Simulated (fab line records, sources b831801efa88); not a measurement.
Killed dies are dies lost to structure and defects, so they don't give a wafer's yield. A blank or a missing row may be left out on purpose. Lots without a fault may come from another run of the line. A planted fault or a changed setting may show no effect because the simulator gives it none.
fab line records | flow sky130
record lots=7 wafers=21 last_day=50
route steps=708 shown LOCAL_INTERCONNECT@394 CONTACT@406 PAD_OPEN@708
lots that met no fault: from a run of the same line without faults
start_h: hours from the record's first day to the start of the lot's first wafer shown | wait_h: hours since the lot's step before | " the same as in the row above | L1.1+2: a row that stands for several wafers | - no value, or no start given | * or withheld: withheld | < > ~ a bound
route shown NAME@n: a module of which the file shows steps, and the number in the route of the first | usual: mean/standard deviation of fault-free wafers | same: alike in all rows | chamber/n: place in a boat | sites: the reading at each site | _std_site: their standard deviation | _edge_site: outer sites' mean less inner sites' | radius_mm: how far each site lies from the wafer's centre | mask NAME#n: copy n | behind: the tool/chamber that last shaped the wafer | hold: why the lot was held/for how many hours/how that ended | device: the transistor (n, p or np) that didn't switch | end of line: the same wafers' tests at the end of the route | a step without rows: its recipe alone | killed: dies lost to structure and defects at the first sort, not the wafer's yield | map: a wafer's dies, x killed, . not, _ none there
set.NAME: the setting as run; set.NAME@STEP: as run at that earlier step | model.NAME: the simulator's own value behind a step, which no gauge read
lots at some steps of the route; a table a step, a row a wafer
services: from which hour (start_h, from the record's first day; less than 0 if before it) a tool's chamber was out of use, for how many hours, and why
## steps
# step SKY_LOCAL_INTERCONNECT_SOFTBAKE_07
# recipe temp_c=100 time_s=90 resist=KrF-thick
# step SKY_LOCAL_INTERCONNECT_EXPOSE_08
# recipe mask_id=LI1M na=0.8 source_shape=annular sigma_inner=0.55 sigma_outer=0.85 target_cd_nm=170 dose_mj=28
# step SKY_LOCAL_INTERCONNECT_PEB_09
# recipe peb_temp_c=withheld peb_time_s=withheld resist=KrF-thick
# step SKY_LOCAL_INTERCONNECT_DEVELOP_10
# recipe develop_time_s=60 resist=KrF-thick dev_temp_c=21
# step SKY_LOCAL_INTERCONNECT_CD_MEAS_11
# recipe target_cd_nm=170
# usual cd_nm=170.3/1.4
# columns lot.wafer tool chamber start_h wait_h cd_nm
L465.4 cd_sem-01 - 738.09 - 171.1
L465.5 " - " " 172.7
L465.6 " - " " 172.8
L473.2 cd_sem-01 - 774.54 - 170.4
L473.3 " - " " 170.5
L473.5 " - " " 170.3
L472.2 cd_sem-02 - 778.35 - 170.7
L472.3 " - " " 170.0
L472.5 " - " " 169.8
L475.2 cd_sem-01 - 804.54 - 170.8
L475.3 " - " " 172.3
L475.4 " - " " 171.7
L480.3 cd_sem-02 - 832.86 - 168.7
L480.4 " - " " 170.9
L480.6 " - " " 170.0
L483.2 cd_sem-02 - 858.70 - 171.8
L483.4 " - " " 172.0
L483.5 " - " " 172.1
L484.1 cd_sem-02 - 868.33 - 172.7
L484.3 " - " " 171.4
L484.6 " - " " 172.7
# step SKY_LOCAL_INTERCONNECT_OVL_MEAS_12
# usual LOCAL_INTERCONNECT_OVL=-2/5.4
# columns lot.wafer tool chamber start_h wait_h LOCAL_INTERCONNECT_OVL[nm]
L465.4 overlay-02 - 738.17 0.1 -7
L465.5 " - " " -3
L465.6 " - " " 3
L473.2 overlay-01 - 774.64 0.1 0
L473.3 " - " " 3
L473.5 " - " " -7
L472.2 overlay-02 - 778.46 0.1 -3
L472.3 " - " " -8
L472.5 " - " " -9
L475.2 overlay-02 - 804.64 0.1 -4
L475.3 " - " " -7
L475.4 " - " " 2
L480.3 overlay-02 - 832.96 0.1 9
L480.4 " - " " 1
L480.6 " - " " 8
L483.2 overlay-02 - 858.81 0.1 5
L483.4 " - " " 0
L483.5 " - " " 3
L484.1 overlay-02 - 868.45 0.1 -6
L484.3 " - " " -4
L484.6 " - " " -3
# step SKY_LOCAL_INTERCONNECT_ETCH_13
# recipe chemistry=N2/H2 target=BARC ion_energy_ev=200 bias_w=100 pressure_mtorr=30 n2_flow_sccm=100 h2_flow_sccm=200 icp_w=500 stop_on=SiO2 time_s=45.9 target_depth_a=600
# usual drypump_motor_current_A=5.9/0.36 oes_product_au=0.854/0.0047 throttle_valve_pct=13.225/0.0094
# columns lot.wafer tool chamber start_h wait_h drypump_motor_current_A oes_product_au rf_hours_counter_h throttle_valve_pct
L465.4 rie_metal-02 1 738.21 0.0 6.1 0.863 - 13.227
L465.5 " 0 " " 5.9 0.853 - 13.229
L465.6 " 1 " " 6.0 0.858 - 13.233
L473.2 rie_metal-02 0 774.67 0.0 5.9 0.849 3 13.221
L473.3 " 1 " " 6.1 0.858 - 13.225
L473.5 " 1 " " 6.0 0.859 - 13.233
L472.2 rie_metal-03 0 778.49 0.0 5.5 0.858 10 13.230
L472.3 " 0 " " 5.5 0.849 - 13.235
L472.5 " 0 " " 5.5 0.864 - 13.252
L475.2 rie_metal-04 1 804.67 0.0 6.4 0.856 2 13.241
L475.3 " 0 " " 5.3 0.853 - 13.244
L475.4 " 1 " " 6.4 0.857 - 13.228
L480.3 rie_metal-04 1 833.00 0.0 6.4 0.857 - 13.221
L480.4 " 0 " " 5.3 0.853 - 13.243
L480.6 " 0 " " 5.4 0.855 - 13.227
L483.2 rie_metal-04 1 858.84 0.0 6.4 0.857 4 13.217
L483.4 " 0 " " 5.3 0.849 - 13.232
L483.5 " 1 " " 6.3 0.856 - 13.226
L484.1 rie_metal-02 0 868.49 0.0 5.9 0.854 6 13.220
L484.3 " 1 " " 6.1 0.841 - 13.231
L484.6 " 0 " " 5.9 0.853 - 13.215
# step SKY_LOCAL_INTERCONNECT_METAL_ETCH_14
# recipe target_depth_nm=110 stop_on=PSG chemistry=Cl2/BCl3 target=TiN resist_sidewall_deg=88 pressure_mtorr=10 icp_w=900 bias_w=48.5 Cl2_flow_sccm=60 bcl3_flow_sccm=30 time_s=31.4
# usual drypump_motor_current_A=5.9/0.36 oes_product_au=0.942/0.0065 throttle_valve_pct=21.900/0.0097
# columns lot.wafer tool chamber start_h wait_h drypump_motor_current_A oes_product_au rf_hours_counter_h throttle_valve_pct
L465.4 rie_metal-02 1 738.27 0.0 6.1 0.943 - 21.927
L465.5 " 0 " " 5.8 0.936 - 21.903
L465.6 " 1 " " 6.1 0.937 - 21.888
L473.2 rie_metal-02 0 774.74 0.0 5.8 0.934 3 21.904
L473.3 " 1 " " 6.1 0.939 - 21.899
L473.5 " 1 " " 6.0 0.934 - 21.906
L472.2 rie_metal-03 0 778.55 0.0 5.5 0.938 10 21.902
L472.3 " 0 " " 5.5 0.945 - 21.907
L472.5 " 0 " " 5.5 0.944 - 21.896
L475.2 rie_metal-04 1 804.74 0.0 6.4 0.935 2 21.889
L475.3 " 0 " " 5.3 0.937 - 21.888
L475.4 " 1 " " 6.4 0.945 - 21.911
L480.3 rie_metal-04 1 833.06 0.0 6.3 0.932 - 21.896
L480.4 " 0 " " 5.3 0.943 - 21.886
L480.6 " 0 " " 5.3 0.943 - 21.903
L483.2 rie_metal-04 1 858.90 0.0 6.4 0.947 4 21.891
L483.4 " 0 " " 5.3 0.945 - 21.889
L483.5 " 1 " " 6.4 0.942 - 21.897
L484.1 rie_metal-02 0 868.55 0.0 5.9 0.941 6 21.900
L484.3 " 1 " " 6.1 0.947 - 21.904
L484.6 " 0 " " 5.9 0.938 - 21.901
# step SKY_LOCAL_INTERCONNECT_STRIP_15
# recipe chemistry=O2/N2 power_w=1400 pressure_mtorr=1500 platen_temp_c=withheld o2_flow_sccm=3000 n2_flow_sccm=300 overash_fraction=0.5
# usual drypump_motor_current_A=5.7/0.32 oes_product_au=0.426/0.0043 strip_time_to_endpoint_s=4.716/0.023
# columns lot.wafer tool chamber start_h wait_h drypump_motor_current_A oes_product_au rf_hours_counter_h strip_time_to_endpoint_s
L465.4 plasma_asher-02 0 738.33 0.1 5.3 0.430 - 4.748
L465.5 " 1 " " 6.2 0.422 - 4.747
L465.6 " 0 " " 5.3 0.424 - 4.737
L473.2 plasma_asher-01 0 774.79 0.0 5.8 0.429 34 4.734
L473.3 " 0 " " 5.8 0.420 - 4.724
L473.5 " 1 " " 5.7 0.432 - 4.721
L472.2 plasma_asher-02 1 778.60 0.0 6.2 0.425 97 4.706
L472.3 " 1 " " 6.2 0.427 - 4.698
L472.5 " 1 " " 6.1 0.421 - 4.680
L475.2 plasma_asher-01 0 804.79 0.0 5.8 0.427 37 4.713
L475.3 " 1 " " 5.7 0.430 - 4.734
L475.4 " 0 " " 5.9 0.423 - 4.695
L480.3 plasma_asher-02 1 833.13 0.1 6.2 0.422 - 4.674
L480.4 " 0 " " 5.3 0.433 - 4.740
L480.6 " 0 " " 5.3 0.433 - 4.741
L483.2 plasma_asher-03 0 858.95 0.0 6.1 0.429 70 4.720
L483.4 " 1 " " 5.3 0.425 - 4.758
L483.5 " 0 " " 6.0 0.422 - 4.739
L484.1 plasma_asher-01 0 868.60 0.0 5.8 0.426 44 4.717
L484.3 " 0 " " 5.8 0.422 - 4.721
L484.6 " 0 " " 5.8 0.426 - 4.716
# step SKY_LOCAL_INTERCONNECT_STRIP_16
# recipe chemistry=post_etch_residue_remover time_s=1200 temp_c=72.5
# step SKY_LOCAL_INTERCONNECT_CLEAN_17
# recipe chemistry=IPA time_s=180 temp_c=25
# step SKY_LOCAL_INTERCONNECT_CLEAN_18
# recipe chemistry=O3/DIW dry=n2_spin
# step SKY_CONTACT_CVD_00
# recipe material=Si3N4 target_thk_nm=75 temp_c=400 time_s=withheld rf_w=450
# usual heater_power_outer_w=415/57 heater_power_w=721/72
# columns lot.wafer tool chamber start_h wait_h heater_power_outer_w heater_power_w
L465.4 pecvd-04 0 738.95 0.0 441 780
L465.5 " 2 " " 479 783
L465.6 " 1 " " 431 785
L473.2 pecvd-04 1 775.44 0.0 - -
L473.3 " 2 " " - -
L473.5 " 1 " " - -
L472.2 pecvd-03 1 779.20 0.0 - -
L472.3 " 2 " " - -
L472.5 " 2 " " - -
L475.2 pecvd-02 1 805.42 0.0 - -
L475.3 " 2 " " - -
L475.4 " 2 " " - -
L480.3 pecvd-03 1 833.70 0.0 370 681
L480.4 " 1 " " 370 676
L480.6 " 2 " " 360 623
L483.2 pecvd-02 2 859.54 0.0 416 740
L483.4 " 1 " " 430 669
L483.5 " 2 " " 415 735
L484.1 pecvd-02 2 869.22 0.0 350 638
L484.3 " 0 " " 429 759
L484.6 " 0 " " 438 759
# step SKY_PAD_OPEN_PROBE_99
# usual defect_limited_yield=83.0/1.8 killed_at_M0_to_M3=42/6.6 killed_at_M4_up=3.0/1.7 killed_at_contacts=24/5.3 killed_at_front_end=15/4.5 killed_at_other=0.2/0.49 killed_dies=83/9 killed_open=45/6.9 killed_short=38/5.8 sort_bin_3_pad_short=0.8/0.4 sort_bin_5_function=10.0/1.5 sort_bin_6_memory=6.1/1.1 sort_n_pass=409/9 sort_yield_pct=83.0/1.8
# same gross_dies=492 killed_at_back_side=0 sort_bin_4_leakage[%]=0 sort_bin_8_speed[%]=0
# columns lot.wafer tool chamber start_h wait_h defect_limited_yield[%] killed_at_M0_to_M3 killed_at_M4_up killed_at_contacts killed_at_front_end killed_at_other killed_dies killed_open killed_short sort_bin_3_pad_short[%] sort_bin_5_function[%] sort_bin_6_memory[%] sort_n_pass sort_yield_pct[%]
L465.4 prober-01 - 1113.41 0.2 85.6 31 1 24 15 0 71 41 30 0.6 8.9 4.9 421 85.6
L465.5 prober-01 - 1113.46 0.2 85.0 38 1 21 13 1 74 28 46 0.4 8.5 6.1 418 85.0
L465.6 prober-01 - 1113.51 0.2 85.4 35 6 23 8 0 72 36 36 0.8 10.0 3.9 420 85.4
L480.3 prober-01 - 1168.54 0.2 77.0 54 3 34 22 0 113 65 48 0.4 13.6 8.9 379 77.0
L480.4 prober-01 - 1168.59 0.2 79.1 50 2 29 21 1 103 63 40 1.2 12.0 7.7 389 79.1
L480.6 prober-01 - 1168.69 0.2 82.7 42 2 27 13 1 85 45 39 0.6 9.1 7.5 407 82.7
L483.2 prober-02 - 1186.05 0.1 79.7 50 5 31 14 0 100 52 45 0.8 12.2 7.3 392 79.7
L483.4 prober-02 - 1186.15 0.2 81.9 39 4 26 19 1 89 46 41 0.8 11.2 6.1 403 81.9
L483.5 prober-02 - 1186.20 0.2 84.6 42 4 20 9 1 76 42 33 1.4 8.3 5.7 416 84.6
L484.1 prober-01 - 1196.87 0.1 80.1 48 2 26 22 0 98 62 36 1.2 10.6 8.1 394 80.1
L484.3 prober-01 - 1196.97 0.2 85.6 43 3 12 13 0 71 41 30 0.2 10.2 4.1 421 85.6
L484.6 prober-01 - 1197.12 0.2 85.2 39 1 21 12 0 73 43 30 1.0 8.9 4.9 419 85.2
# killed by level:class
L465.4 VIA1:geometric_particle:open=10 CONTACT:geometric_particle:open=7 FIELD_ISO:geometric_particle:short=6 POLY_GATE:geometric_particle:open=6 LI_CONTACT:geometric_particle:open=6 LOCAL_INTERCONNECT:geometric_particle:short=6 VIA2:geometric_particle:open=6 CONTACT:geometric_particle:short=5
L465.5 METAL1:geometric_particle:short=8 FIELD_ISO:geometric_particle:short=7 LI_CONTACT:geometric_particle:open=6 VIA1:geometric_particle:open=6 METAL2:geometric_particle:short=5 CONTACT:geometric_particle:short=5 CONTACT:geometric_particle:open=5 VIA3:geometric_particle:open=5
L465.6 CONTACT:geometric_particle:open=9 METAL1:geometric_particle:short=7 LI_CONTACT:geometric_particle:open=6 VIA2:geometric_particle:open=6 VIA3:geometric_particle:open=6 METAL4:geometric_particle:short=5 CONTACT:geometric_particle:short=5 VIA1:geometric_particle:open=4
L480.3 LI_CONTACT:geometric_particle:open=16 VIA1:geometric_particle:open=11 VIA2:geometric_particle:open=10 METAL2:geometric_particle:short=10 POLY_GATE:geometric_particle:open=7 CONTACT:geometric_particle:open=7 METAL1:geometric_particle:short=7 POLY_GATE:geometric_particle:short=6
L480.4 CONTACT:geometric_particle:open=18 VIA1:geometric_particle:open=14 METAL2:geometric_particle:short=8 METAL1:geometric_particle:short=7 VIA3:geometric_particle:open=7 FIELD_ISO:geometric_particle:open=5 POLY_GATE:geometric_particle:open=5 POLY_GATE:geometric_particle:short=4
L480.6 LI_CONTACT:geometric_particle:open=9 CONTACT:geometric_particle:open=9 METAL1:geometric_particle:short=8 VIA2:geometric_particle:open=8 VIA1:geometric_particle:open=7 CONTACT:geometric_particle:short=6 VIA1:geometric_particle:short=5 METAL3:geometric_particle:short=5
L483.2 CONTACT:geometric_particle:open=12 VIA3:geometric_particle:open=10 METAL2:geometric_particle:short=9 METAL1:geometric_particle:short=7 VIA1:geometric_particle:open=7 LI_CONTACT:geometric_particle:open=6 CONTACT:geometric_particle:short=6 FIELD_ISO:geometric_particle:open=5
L483.4 VIA1:geometric_particle:open=13 CONTACT:geometric_particle:open=10 FIELD_ISO:geometric_particle:short=4 LOCAL_INTERCONNECT:geometric_particle:short=4 POLY_GATE:geometric_particle:open=4 LI_CONTACT:geometric_particle:short=4 METAL1:geometric_particle:short=4 METAL2:geometric_particle:short=4
L483.5 VIA1:geometric_particle:open=10 CONTACT:geometric_particle:open=8 VIA3:geometric_particle:open=7 LI_CONTACT:geometric_particle:open=6 METAL1:geometric_particle:short=5 METAL2:geometric_particle:short=4 VIA1:geometric_particle:short=4 VIA2:geometric_particle:short=4
L484.1 VIA1:geometric_particle:open=15 CONTACT:geometric_particle:open=9 VIA2:geometric_particle:open=9 FIELD_ISO:geometric_particle:short=7 POLY_GATE:geometric_particle:open=6 CONTACT:geometric_particle:short=6 LI_CONTACT:geometric_particle:open=6 VIA3:geometric_particle:open=5
L484.3 VIA1:geometric_particle:open=9 VIA3:geometric_particle:open=7 CONTACT:geometric_particle:open=6 VIA2:geometric_particle:open=6 METAL1:geometric_particle:short=5 POLY_GATE:geometric_particle:open=4 FIELD_ISO:geometric_particle:short=3 METAL1:geometric_particle:open=3
L484.6 VIA1:geometric_particle:open=9 CONTACT:geometric_particle:open=8 VIA2:geometric_particle:open=7 VIA1:geometric_particle:short=6 LI_CONTACT:geometric_particle:short=5 FIELD_ISO:geometric_particle:open=4 VIA3:geometric_particle:open=4 VIA2:geometric_particle:short=4
## services
# columns tool chamber start_h hours kind
rie_metal-04 1 716.12 - clean
rie_metal-04 1 716.12 19.3 scheduled_down
rie_metal-04 1 716.12 19.3 vent_cycle
pecvd-04 2 730.08 5.1 repair
pecvd-03 - 733.75 1.7 repair
pecvd-03 - 770.35 5.5 pm
plasma_asher-03 - 779.93 2.8 pm
pecvd-02 0 785.46 5.5 scheduled_down
pecvd-02 - 794.95 1.5 repair
pecvd-04 2 815.14 2.1 scheduled_down
pecvd-04 1 818.12 - clean
pecvd-04 1 818.12 - consumable_replace:showerhead
pecvd-04 1 818.12 29.0 scheduled_down
pecvd-04 1 818.12 29.0 vent_cycle
pecvd-02 - 823.08 1.5 repair
pecvd-02 1 824.88 5.0 scheduled_down
rie_metal-04 - 829.42 0.5 repair
pecvd-03 0 835.77 5.5 scheduled_down
plasma_asher-02 - 838.66 14.6 pm
pecvd-04 0 855.73 5.5 scheduled_down
rie_metal-02 - 856.19 4.3 pm
## key
first_sign step=SKY_CONTACT_CVD_00 reading=tool_record direction=missing
effect none on later readings
met_at SKY_CONTACT_CVD_00
struck_wafers L472.2,L472.3,L472.5,L473.2,L473.3,L473.5,L475.2,L475.3,L475.4
scrapped_behind SKY_CONTACT_THK_MEAS_01 L472.2,L472.3,L472.5,L473.2,L473.3,L473.5,L475.2,L475.3,L475.4
onset_between 738.95 775.44
fault kind=skipped_step_whole tool=pecvd-02,pecvd-03,pecvd-04 chamber=- onset_h=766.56 steps=SKY_CONTACT_CVD_00 scope=struck_lots_only
